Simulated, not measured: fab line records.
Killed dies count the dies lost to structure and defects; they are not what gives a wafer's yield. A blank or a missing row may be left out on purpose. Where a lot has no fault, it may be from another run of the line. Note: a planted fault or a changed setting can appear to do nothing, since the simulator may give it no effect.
Chamber matching / flow sky130 / SKY_VIA3_ETCH_15 on rie-diel-04 has 4 sister chambers
The step etches SiO2 in C4F8/O2/Ar, stops on TiN, target depth 507 nm, time 78 s. 8 wafers are shown with their chamber, then 11 later ones without.

## EACH WAFER AND ITS CHAMBER
wafer=L075.2; chamber=2; oes-product-au (a.u.)=0.947
wafer=L081.3; chamber=2; oes-product-au (a.u.)=0.938
wafer=L090.3; chamber=3; oes-product-au (a.u.)=0.949
wafer=L090.4; chamber=0; oes-product-au (a.u.)=0.940
wafer=L089.1; chamber=1; oes-product-au (a.u.)=0.951
wafer=L089.2; chamber=3; oes-product-au (a.u.)=0.951
wafer=L089.3; chamber=0; oes-product-au (a.u.)=0.936
wafer=L089.4; chamber=1; oes-product-au (a.u.)=0.944

## WAFERS WITH NO CHAMBER GIVEN
wafer=L089.5; oes-product-au (a.u.)=0.949
wafer=L089.6; oes-product-au (a.u.)=0.948
wafer=L092.1; oes-product-au (a.u.)=0.951
wafer=L092.4; oes-product-au (a.u.)=0.947
wafer=L092.5; oes-product-au (a.u.)=0.955
wafer=L094.1; oes-product-au (a.u.)=0.948
wafer=L094.3; oes-product-au (a.u.)=0.955
wafer=L094.4; oes-product-au (a.u.)=0.953
wafer=L096.3; oes-product-au (a.u.)=0.959
wafer=L096.4; oes-product-au (a.u.)=0.944
wafer=L096.5; oes-product-au (a.u.)=0.949

## WHICH CHAMBER EACH WENT THROUGH
wafer=L089.5; from the rows above=can't be placed: 3 or 1 or 2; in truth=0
wafer=L089.6; from the rows above=can't be placed: 1 or 3 or 2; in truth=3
wafer=L092.1; from the rows above=can't be placed: 3 or 1 or 2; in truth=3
wafer=L092.4; from the rows above=can't be placed: 1 or 3 or 2 or 0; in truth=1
wafer=L092.5; from the rows above=can't be placed: 3 or 1 or 2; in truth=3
wafer=L094.1; from the rows above=can't be placed: 1 or 3 or 2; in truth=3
wafer=L094.3; from the rows above=can't be placed: 3 or 1 or 2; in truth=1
wafer=L094.4; from the rows above=can't be placed: 3 or 1 or 2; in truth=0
wafer=L096.3; from the rows above=can't be placed: 3 or 1 or 2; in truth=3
wafer=L096.4; from the rows above=can't be placed: 2 or 1 or 0 or 3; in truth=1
wafer=L096.5; from the rows above=can't be placed: 3 or 1 or 2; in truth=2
0 of 11 placed correctly. From these rows, 11 cannot be placed; in 9 the true chamber is one of the candidates. Wrongly placed: 0.
How it was worked out, from the rows above alone: a wafer's distance from a chamber is the root of the sum, over the readings, of the square of ((its reading less the chamber's mean) divided by the reading's scatter). The wafer belongs to the nearest chamber; if the next one is less than 2 further off, it can't be placed. A chamber's mean is the mean of its shown wafers. The scatter is the square root of a quotient: the sum, over the shown wafers, of each reading's squared deviation from its chamber's mean, divided by wafers minus chambers.
